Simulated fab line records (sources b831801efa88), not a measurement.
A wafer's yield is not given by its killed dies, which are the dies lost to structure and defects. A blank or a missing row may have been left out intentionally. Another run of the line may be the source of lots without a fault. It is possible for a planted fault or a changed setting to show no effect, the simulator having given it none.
Chamber matching / flow sfq_line / SFQ_TRILAYER_I0_CMP_CMP_028 on cmp-01 has 4 sister chambers
The step polishes SiO2. 4 wafers are shown with their chamber, then 8 later ones without.

## WAFERS, EACH WITH ITS CHAMBER
wafer=L353.5; chamber=0; motor_current_A (A)=11.0
wafer=L356.1; chamber=2; motor_current_A (A)=9.8
wafer=L356.5; chamber=1; motor_current_A (A)=10.4
wafer=L357.1; chamber=3; motor_current_A (A)=10.2

## WAFERS WITH NO CHAMBER GIVEN
wafer=L357.2; motor_current_A (A)=10.7
wafer=L357.6; motor_current_A (A)=10.3
wafer=L362.2; motor_current_A (A)=10.4
wafer=L362.3; motor_current_A (A)=10.6
wafer=L362.4; motor_current_A (A)=9.8
wafer=L363.1; motor_current_A (A)=10.6
wafer=L363.2; motor_current_A (A)=9.8
wafer=L363.3; motor_current_A (A)=9.9

## WHICH CHAMBER EACH ONE RAN IN
wafer=L357.2; from the rows above=can't be placed: 1 or 0 or 3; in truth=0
wafer=L357.6; from the rows above=can't be placed: 1 or 3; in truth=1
wafer=L362.2; from the rows above=can't be placed: 1 or 3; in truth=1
wafer=L362.3; from the rows above=can't be placed: 1 or 0 or 3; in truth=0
wafer=L362.4; from the rows above=2; in truth=2
wafer=L363.1; from the rows above=can't be placed: 1 or 0 or 3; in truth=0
wafer=L363.2; from the rows above=2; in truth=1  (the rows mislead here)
wafer=L363.3; from the rows above=can't be placed: 2 or 3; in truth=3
Correct placement for 1 of the 8. Unplaceable from these rows: 6, with the true chamber sitting among the candidates in 6. 1 placed wrongly.
How it was worked out, from the rows above alone: a wafer's distance from a chamber is the root of the sum, over the readings, of the square of ((its reading less the chamber's mean) divided by the reading's scatter). The wafer belongs to the nearest chamber; if the next one is less than 2 further off, it can't be placed. The mean given for a chamber averages the wafers shown for that chamber. The scatter: root of mean squared gap, hidden wafer to nearest shown wafer, with one shown wafer a chamber.
